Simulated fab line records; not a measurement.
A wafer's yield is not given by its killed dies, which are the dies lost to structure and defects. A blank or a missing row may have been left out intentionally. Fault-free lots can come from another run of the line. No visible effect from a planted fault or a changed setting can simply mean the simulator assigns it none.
fab line records + flow sfqLine
[record]
- lots = 5
- wafers = 15
- lastDay = 91
route steps=325 shown M3@122 I3@133
lots that met no fault: from a run of the same line without faults
startH: hours from the record's first day to the start of the lot's first wafer shown + waitH: hours elapsed since this lot's preceding step + " identical to the entry in the row above + L1.1+2: a row that stands for several wafers + - either no value or no given start + * or withheld: withheld + < > ~ a bound
route shown NAME@n: NAME is a module with steps in the file, n the number in the route of the first one + usual: average and standard deviation across the fault-free wafers + same: alike in all rows + chamber/n: place in a boat + sites: per-site readings + _std_site: how widely they spread, as a standard deviation + _edge_site: the outer-site mean with the inner-site mean subtracted + radiusMm: for every site, how far away it sits from the centre of the wafer + mask NAME#n: copy n + behind: the most recent tool/chamber to have shaped the wafer + hold: cause of the lot's hold/its duration in hours/its outcome + device: the transistor (n, p or np) that didn't switch + end of line: the same wafers' tests at the end of the route + a step with no rows: only its recipe + killed: dies lost to structure and defects at the first sort, not the wafer's yield + map: the dies of a wafer, with x for killed, . for not killed, _ for no die there
set.NAME: the setting that was run; set.NAME@STEP: the one run at that earlier step + model.NAME: the simulator's own value behind a step, which no gauge read
lots at some steps of the route; a table a step, a row a wafer
services: when a tool's chamber went out of use (startH, in hours from the record's first day, below 0 if earlier), for how many hours, and the reason
[[steps]]
[step SFQ_TRILAYER_M3_LITHO_COAT_080]
[recipe]
- resist = BARC
- spinRpm = 3000
- resistThkNm = 62
[step SFQ_TRILAYER_M3_LITHO_COAT_075]
[recipe]
- resist = KrF
- spinRpm = 3000
- resistThkNm = 600
[step SFQ_TRILAYER_M3_LITHO_SOFTBAKE_079]
[recipe]
- tempC = withheld
- timeS = withheld
- resist = KrF
[step SFQ_TRILAYER_M3_LITHO_EXPOSE_076]
[recipe]
- maskId = M3
- na = 0.6
- sourceShape = conventional
- sigmaOuter = 0.65
- targetCdNm = 500
- doseMj = 14.4
[step SFQ_TRILAYER_M3_LITHO_PEB_078]
[recipe]
- pebTempC = 115
- pebTimeS = 60
- resist = KrF
[step SFQ_TRILAYER_M3_LITHO_DEVELOP_077]
[recipe]
- timeS = 60
- resist = KrF
[step SFQ_M3_OVL_MEAS_921]
[usual]
- M3_OVL = 1/4.8
| lot.wafer | tool       | chamber | startH  | waitH | M3_OVL[nm] |
|-----------|------------|---------|---------|-------|------------|
| L298.1    | overlay-02 | -       | 866.82  | 0.1   | -1         |
| L298.3    | "          | -       | "       | "     | 4          |
| L298.6    | "          | -       | "       | "     | 4          |
| L309.3    | overlay-02 | -       | 985.25  | 0.1   | -1         |
| L309.4    | "          | -       | "       | "     | -5         |
| L309.6    | "          | -       | "       | "     | 1          |
| L314.1    | overlay-01 | -       | 1011.87 | 0.1   | 6          |
| L314.3    | "          | -       | "       | "     | 7          |
| L314.5    | "          | -       | "       | "     | 5          |
| L319.3    | overlay-02 | -       | 1031.34 | 0.1   | 12         |
| L319.4    | "          | -       | "       | "     | 9          |
| L319.6    | "          | -       | "       | "     | 10         |
| L320.1    | overlay-01 | -       | 1036.12 | 0.1   | -1         |
| L320.4    | "          | -       | "       | "     | 0          |
| L320.6    | "          | -       | "       | "     | 3          |
[step SFQ_TRILAYER_M3_BARC_OPEN_METAL_ETCH_100]
[recipe]
- maskMaterial = PR
- chemistry = O2
- targetDepthNm = 125
- target = BARC
- icpW = 600
- biasW = 80
- pressureMtorr = 10
- timeS = 41.7
[usual]
- drypumpMotorCurrentA = 5.3/0.46
- oesProductAu = 0.684/0.0042
| lot.wafer | tool        | chamber | startH  | waitH | drypumpMotorCurrentA | oesProductAu | rfHoursCounterH |
|-----------|-------------|---------|---------|-------|----------------------|--------------|-----------------|
| L298.1    | rieMetal-02 | 0       | 866.86  | 0.0   | 5.7                  | 0.689        | 80              |
| L298.3    | "           | 0       | "       | "     | 5.7                  | 0.680        | -               |
| L298.6    | "           | 0       | "       | "     | 5.7                  | 0.682        | -               |
| L309.3    | rieMetal-03 | 1       | 985.29  | 0.0   | 6.2                  | 0.683        | -               |
| L309.4    | "           | 0       | "       | "     | 5.0                  | 0.681        | -               |
| L309.6    | "           | 0       | "       | "     | 5.0                  | 0.681        | -               |
| L314.1    | rieMetal-03 | 0       | 1011.91 | 0.0   | 5.0                  | 0.688        | 55              |
| L314.3    | "           | 0       | "       | "     | 4.9                  | 0.694        | -               |
| L314.5    | "           | 1       | "       | "     | 6.2                  | 0.687        | -               |
| L319.3    | rieMetal-02 | 0       | 1031.38 | 0.0   | 5.7                  | 0.688        | -               |
| L319.4    | "           | 1       | "       | "     | 4.8                  | 0.685        | -               |
| L319.6    | "           | 0       | "       | "     | 5.7                  | 0.686        | -               |
| L320.1    | rieMetal-02 | 1       | 1036.16 | 0.0   | 4.8                  | 0.685        | 47              |
| L320.4    | "           | 1       | "       | "     | 4.8                  | 0.685        | -               |
| L320.6    | "           | 1       | "       | "     | 4.8                  | 0.683        | -               |
[step SFQ_TRILAYER_M3_ETCH_METAL_ETCH_078]
[recipe]
- target = Nb
- stopOn = SiO2
- maskMaterial = PR
- chemistry = Cl2/Ar
- targetDepthNm = 240
- icpW = 600
- biasW = 80
- pressureMtorr = 10
- timeS = 120
[usual]
- drypumpMotorCurrentA = 5.4/0.47
- oesProductAu = 0.895/0.008
| lot.wafer | tool        | chamber | startH  | waitH | drypumpMotorCurrentA | oesProductAu | rfHoursCounterH |
|-----------|-------------|---------|---------|-------|----------------------|--------------|-----------------|
| L298.1    | rieMetal-02 | 0       | 866.98  | 0.1   | 5.7                  | 0.899        | 80              |
| L298.3    | "           | 0       | "       | "     | 5.7                  | 0.905        | -               |
| L298.6    | "           | 0       | "       | "     | 5.7                  | 0.889        | -               |
| L309.3    | rieMetal-03 | 1       | 985.37  | 0.1   | 6.2                  | 0.898        | -               |
| L309.4    | "           | 0       | "       | "     | 5.0                  | 0.895        | -               |
| L309.6    | "           | 0       | "       | "     | 5.0                  | 0.899        | -               |
| L314.1    | rieMetal-03 | 0       | 1011.97 | 0.0   | 4.9                  | 0.886        | 55              |
| L314.3    | "           | 0       | "       | "     | 5.0                  | 0.897        | -               |
| L314.5    | "           | 1       | "       | "     | 6.2                  | 0.904        | -               |
| L319.3    | rieMetal-02 | 0       | 1031.46 | 0.1   | 5.7                  | 0.911        | -               |
| L319.4    | "           | 1       | "       | "     | 4.9                  | 0.894        | -               |
| L319.6    | "           | 0       | "       | "     | 5.7                  | 0.895        | -               |
| L320.1    | rieMetal-02 | 1       | 1036.22 | 0.0   | 4.8                  | 0.890        | 47              |
| L320.4    | "           | 1       | "       | "     | 4.8                  | 0.892        | -               |
| L320.6    | "           | 1       | "       | "     | 4.8                  | 0.897        | -               |
[step SFQ_TRILAYER_M3_STRIP_STRIP_079]
[recipe]
- gas = O2
- powerW = 200
- platenTempC = 40
- overashFraction = 0.65
- chemistry = O2
- pressureMtorr = 50
[usual]
- drypumpMotorCurrentA = 5.4/0.46
- oesProductAu = 0.995/0.0091
| lot.wafer | tool        | chamber | startH  | waitH | drypumpMotorCurrentA | oesProductAu | rfHoursCounterH |
|-----------|-------------|---------|---------|-------|----------------------|--------------|-----------------|
| L298.1    | rieMetal-02 | 0       | 867.23  | 0.2   | 5.7                  | 0.990        | 81              |
| L298.3    | "           | 0       | "       | "     | 5.7                  | 0.982        | -               |
| L298.6    | "           | 0       | "       | "     | 5.7                  | 0.981        | -               |
| L309.3    | rieMetal-03 | 1       | 985.66  | 0.2   | 6.2                  | 1.000        | -               |
| L309.4    | "           | 0       | "       | "     | 5.0                  | 0.986        | -               |
| L309.6    | "           | 0       | "       | "     | 5.0                  | 0.992        | -               |
| L314.1    | rieMetal-03 | 0       | 1012.09 | 0.1   | 5.0                  | 0.996        | 55              |
| L314.3    | "           | 0       | "       | "     | 5.0                  | 1.001        | -               |
| L314.5    | "           | 1       | "       | "     | 6.3                  | 0.997        | -               |
| L319.3    | rieMetal-02 | 0       | 1031.74 | 0.2   | 5.7                  | 0.981        | -               |
| L319.4    | "           | 1       | "       | "     | 4.9                  | 0.992        | -               |
| L319.6    | "           | 0       | "       | "     | 5.7                  | 0.990        | -               |
| L320.1    | rieMetal-02 | 1       | 1036.34 | 0.1   | 4.8                  | 0.995        | 47              |
| L320.4    | "           | 1       | "       | "     | 4.8                  | 0.997        | -               |
| L320.6    | "           | 1       | "       | "     | 4.8                  | 0.994        | -               |
[step SFQ_TRILAYER_M3_STRIP_SOLV_CLEAN_080]
[recipe]
- chemistry = NMP
- tempC = 70
- timeS = 600
[step SFQ_TRILAYER_I3_DEP_PECVD_081]
[recipe]
- material = SiO2
- tempC = 150
- timeS = 108.9
- pressureTorr = 2.4
- rfW = 183.3
- precursor = SiH4/N2O
- targetThkNm = 500
[usual]
- heaterPowerW = 82/18
- rfFwdPowerW = 182.3/0.66
- showerheadVppV = 816/48
- susceptorTempC = 149.99/0.13
- throttleValvePct = 24.7/1
| lot.wafer | tool     | chamber | startH  | waitH | heaterPowerW | rfFwdPowerW | showerheadVppV | sinceWetCleanH | susceptorTempC | throttleValvePct | model.SiO2_of_TRILAYER_I3_DEP_PECVD_081.thkNm |
|-----------|----------|---------|---------|-------|--------------|-------------|----------------|----------------|----------------|------------------|-----------------------------------------------|
| L298.1    | pecvd-04 | 2       | 868.60  | 0.0   | 87           | 183.4       | 930            | 291            | 149.83         | 24.3             | 490.8                                         |
| L298.3    | "        | 0       | "       | "     | 85           | 183.0       | 804            | 291            | 150.07         | 23.5             | 489.7                                         |
| L298.6    | "        | 0       | "       | "     | 88           | 182.8       | 793            | -              | 150.17         | 23.1             | 498.5                                         |
| L309.3    | pecvd-04 | 1       | 986.26  | 0.0   | 90           | 182.0       | 794            | 409            | 149.83         | 23.2             | 487.7                                         |
| L309.4    | "        | 0       | "       | "     | 76           | 182.0       | 799            | -              | 150.07         | 24.0             | 496.6                                         |
| L309.6    | "        | 2       | "       | "     | 85           | 182.6       | 922            | -              | 150.12         | 24.8             | 498.6                                         |
| L314.1    | pecvd-04 | 2       | 1012.87 | 0.0   | 53           | 256.2       | 1120           | 435            | 149.85         | 24.9             | 534.3                                         |
| L314.3    | "        | 1       | "       | "     | 93           | 182.9       | 798            | 435            | 150.12         | 23.7             | 483.3                                         |
| L314.5    | "        | 0       | "       | "     | 92           | 183.5       | 809            | -              | 150.06         | 23.9             | 495.4                                         |
| L319.3    | pecvd-01 | 2       | 1032.33 | 0.0   | 65           | 183.0       | 763            | 824            | 150.09         | 24.1             | 494.5                                         |
| L319.4    | "        | 2       | "       | "     | 67           | 181.9       | 764            | -              | 149.91         | 24.1             | 507.5                                         |
| L319.6    | "        | 1       | "       | "     | 50           | 182.1       | 816            | -              | 150.09         | 25.5             | 500                                           |
| L320.1    | pecvd-03 | 0       | 1037.12 | 0.0   | 109          | 182.8       | 820            | 1198           | 150.04         | 26.1             | 497.8                                         |
| L320.4    | "        | 0       | "       | "     | 92           | 182.2       | 815            | -              | 150.03         | 26.2             | 495.5                                         |
| L320.6    | "        | 1       | "       | "     | 87           | 181.2       | 791            | -              | 150.01         | 26.2             | 491.4                                         |
[step SFQ_TRILAYER_I3_CMP_CMP_082]
[recipe]
- material = SiO2
- downForcePsi = 3
- platenRpm = 60
- padVelocityMS = 0.94248
[usual]
- motorCurrentA = 10.4/1.2
- retainingRingPressureFrac = 1.000/0.0049
- timeToEndpointS = 206/8.3
| lot.wafer | tool   | chamber | startH  | waitH | motorCurrentA | retainingRingPressureFrac | timeToEndpointS |
|-----------|--------|---------|---------|-------|---------------|---------------------------|-----------------|
| L298.3    | cmp-02 | 2       | 888.15  | 19.5  | 8.2           | 1.005                     | 199             |
| L298.1    | "      | 1       | 889.65  | 21.0  | 9.3           | 1.004                     | 203             |
| L298.6    | "      | 3       | 890.65  | 22.0  | 11.6          | 1.000                     | 209             |
| L309.3    | cmp-02 | 1       | 987.15  | 0.8   | 9.7           | 0.996                     | 200             |
| L309.4    | "      | 2       | "       | "     | 8.6           | 1.004                     | 204             |
| L309.6    | "      | 2       | 989.65  | 3.3   | 7.6           | 1.000                     | 205             |
| L314.1    | cmp-02 | 2       | 1013.63 | 0.7   | 8.5           | 0.997                     | 228             |
| L314.3    | "      | 0       | 1014.63 | 1.7   | 9.0           | 0.998                     | 202             |
| L314.5    | "      | 3       | 1016.13 | 3.2   | 10.9          | 1.004                     | 200             |
| L319.3    | cmp-01 | 0       | 1033.67 | 1.3   | 11.8          | 1.002                     | 200             |
| L319.4    | "      | 2       | 1034.67 | 2.3   | 11.1          | 0.999                     | 213             |
| L319.6    | "      | 3       | "       | "     | 11.3          | 1.007                     | 217             |
| L320.4    | cmp-02 | 1       | 1038.22 | 1.0   | 9.9           | 0.999                     | 204             |
| L320.1    | "      | 0       | 1039.72 | 2.6   | 9.7           | 0.995                     | 209             |
| L320.6    | "      | 2       | 1040.72 | 3.5   | 8.4           | 1.005                     | 198             |
[[services]]
| tool        | chamber | startH  | hours | kind          |
|-------------|---------|---------|-------|---------------|
| rieMetal-02 | 1       | 856.45  | 21.3  | repair        |
| pecvd-03    | 1       | 868.55  | 2.9   | repair        |
| cmp-01      | -       | 884.20  | 0.9   | repair        |
| rieMetal-03 | -       | 888.97  | 1.4   | pm            |
| pecvd-04    | 1       | 892.97  | 6.3   | repair        |
| rieMetal-03 | 1       | 893.40  | -     | clean         |
| rieMetal-03 | 1       | 893.40  | 15.6  | scheduledDown |
| rieMetal-03 | 1       | 893.40  | 15.6  | ventCycle     |
| cmp-01      | -       | 918.09  | 4.0   | pm            |
| rieMetal-02 | 0       | 938.66  | 11.7  | repair        |
| pecvd-01    | 0       | 940.43  | 1.8   | repair        |
| pecvd-03    | 2       | 946.22  | 13.2  | repair        |
| rieMetal-03 | 1       | 948.62  | 3.9   | repair        |
| cmp-02      | -       | 958.41  | 1.0   | repair        |
| cmp-01      | -       | 970.29  | 1.6   | repair        |
| cmp-01      | -       | 972.17  | 0.3   | repair        |
| pecvd-03    | 2       | 982.40  | 5.9   | repair        |
| cmp-02      | -       | 995.04  | 3.4   | repair        |
| cmp-02      | -       | 999.57  | 0.7   | repair        |
| pecvd-03    | 0       | 1001.27 | 19.2  | repair        |
| pecvd-04    | 2       | 1004.63 | 6.0   | repair        |
| rieMetal-03 | -       | 1017.68 | 2.8   | pm            |
| cmp-02      | -       | 1027.19 | 4.0   | pm            |
| pecvd-03    | -       | 1034.01 | 2.8   | pm            |
[[key]]
[firstSign]
- step = SFQ_TRILAYER_I3_DEP_PECVD_081
- reading = rfFwdPowerW
- direction = up
- sigmas = 99+
- usual = 182.3
- struck = 256.2
[effect]
- step = SFQ_TRILAYER_I3_DEP_PECVD_081
- reading = showerheadVppV
- direction = up
- sigmas = 6.3
- usual = 816
- struck = 1120
[modelEffect]
- step = SFQ_TRILAYER_I3_DEP_PECVD_081
- value = SiO2_of_TRILAYER_I3_DEP_PECVD_081.thkNm
- without = 482.6
- struck = 534.3
metAt SFQ_TRILAYER_I3_DEP_PECVD_081
struckWafers L314.1
onsetBetween 986.26 1012.87
[fault]
- kind = processParameterDrift
- tool = pecvd-04
- chamber = 2
- onsetH = 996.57
- steps = SFQ_TRILAYER_I3_DEP_PECVD_081
- channel = rfW
- offset = 73.32
- shape = step
- endH = 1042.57
- actsIn = theseRecipesOnly
- stated = 183.3
